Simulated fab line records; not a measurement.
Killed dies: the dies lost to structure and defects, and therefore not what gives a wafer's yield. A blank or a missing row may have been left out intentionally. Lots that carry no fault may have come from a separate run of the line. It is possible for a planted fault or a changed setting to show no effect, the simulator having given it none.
Problem report in the 8D (eight disciplines) form, filled by code + flow sky130 + the parts of the form that need people (team, actions taken, sign-off) are left out

1. PROBLEM STATEMENT
Mean of tubeCenterTempC at SKY_GATE_OXIDE_OXIDATION_16: 794 C across 6 wafers in 2 lots; on wafers with no fault it is 800 C (standard deviation 0.068). That puts it -84 standard deviations away from the usual mean.
The step: stabilise 600 s, purge 300 s, target thk 3.57 nm.
Earliest sighting: wafer L323.1 on furnace-02 at day 19 20:14. The record has a number at this step for 39 wafers belonging to 13 lots. Rule for "out" (also "out of limits"): further than 4 standard deviations from the usual mean. The other wafers with a number count as sound.

2. WHAT THIS IS AND IS NOT
| question                    | is                                      | is not                                                                          |
|-----------------------------|-----------------------------------------|---------------------------------------------------------------------------------|
| which readings at this step | tubeCenterTempC, tube_center_temp_C_max | rampUpCPerMin, zonePowerCentrePct                                               |
| which lots                  | L323, L325                              | L307, L308, L311, L312, L315, L316, L317, L320, L324, L329, L330                |
| which wafers of those lots  | all that have a number                  | -                                                                               |
| read on which tools         | furnace-02                              | furnace-01                                                                      |
| when                        | from day 19 20:14                       | up to then (24 sound wafers); but 9 sound wafers of L324, L329, L330 came after |

3. THE SUSPECTS, EACH WITH WHAT RULES IT OUT
Counting: a tool stays on the suspect list if, at a process step up to the reading, it processed all lots that are out and no sound lot following the first of them.
- furnace-02 at SKY_GATE_OXIDE_OXIDATION_16 (stabilise 600 s, purge 300 s, target thk 3.57 nm): kept. Every lot that is out went through it, starting with L323 (day 19 20:14), and after that it ran no sound lot; the last sound lot it ran before then is L311 (day 16 20:04). Its own tubeCenterTempC, tube_center_temp_C_max readings are out on those wafers.
Remaining after the count: furnace-02 at SKY_GATE_OXIDE_OXIDATION_16.

4. THE CAUSE (what the simulator had put in)
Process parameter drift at SKY_GATE_OXIDE_OXIDATION_16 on furnace-02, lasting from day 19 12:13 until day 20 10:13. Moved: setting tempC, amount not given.
The count eliminated every tool but this one.

5. THE CHAIN OF EFFECTS, in route order
One row per reading whose mean, taken over the struck wafers that have a number, lies over 3 standard deviations from the usual. Scope: only readings with a usual standard deviation given in the record; hours: median across lots of the time from each lot's start at the first step in this table that gives one to its start at this step; sigmas: change in usual standard deviations.
| hours | step                        | reading                | usual   | on struck wafers | change | sigmas |
|-------|-----------------------------|------------------------|---------|------------------|--------|--------|
| 0     | SKY_GATE_OXIDE_OXIDATION_16 | spikeTcCentreC         | 799.6 C | 793.0            | -6.6   | -5.5   |
| 0     | SKY_GATE_OXIDE_OXIDATION_16 | spikeTcLowerC          | 800.3 C | 795.5            | -4.8   | -5.3   |
| 0     | SKY_GATE_OXIDE_OXIDATION_16 | spikeTcTopC            | 817.0 C | 808.7            | -8.3   | -3.3   |
| 0     | SKY_GATE_OXIDE_OXIDATION_16 | spikeTcUpperC          | 799.4 C | 794.5            | -4.9   | -4.5   |
| 0     | SKY_GATE_OXIDE_OXIDATION_16 | tubeCenterTempC        | 800 C   | 794              | -6     | -84    |
| 0     | SKY_GATE_OXIDE_OXIDATION_16 | tube_center_temp_C_max | 802.1   | 796.3            | -5.8   | -17    |
Here are the process steps it includes:
- SKY_GATE_OXIDE_OXIDATION_16: stabilise 600 s, purge 300 s, target thk 3.57 nm.

6. WHAT WOULD HAVE CAUGHT IT SOONER
In this record no reading fell out of limits until day 19 20:14, 8 hours after the fault had begun at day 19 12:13.
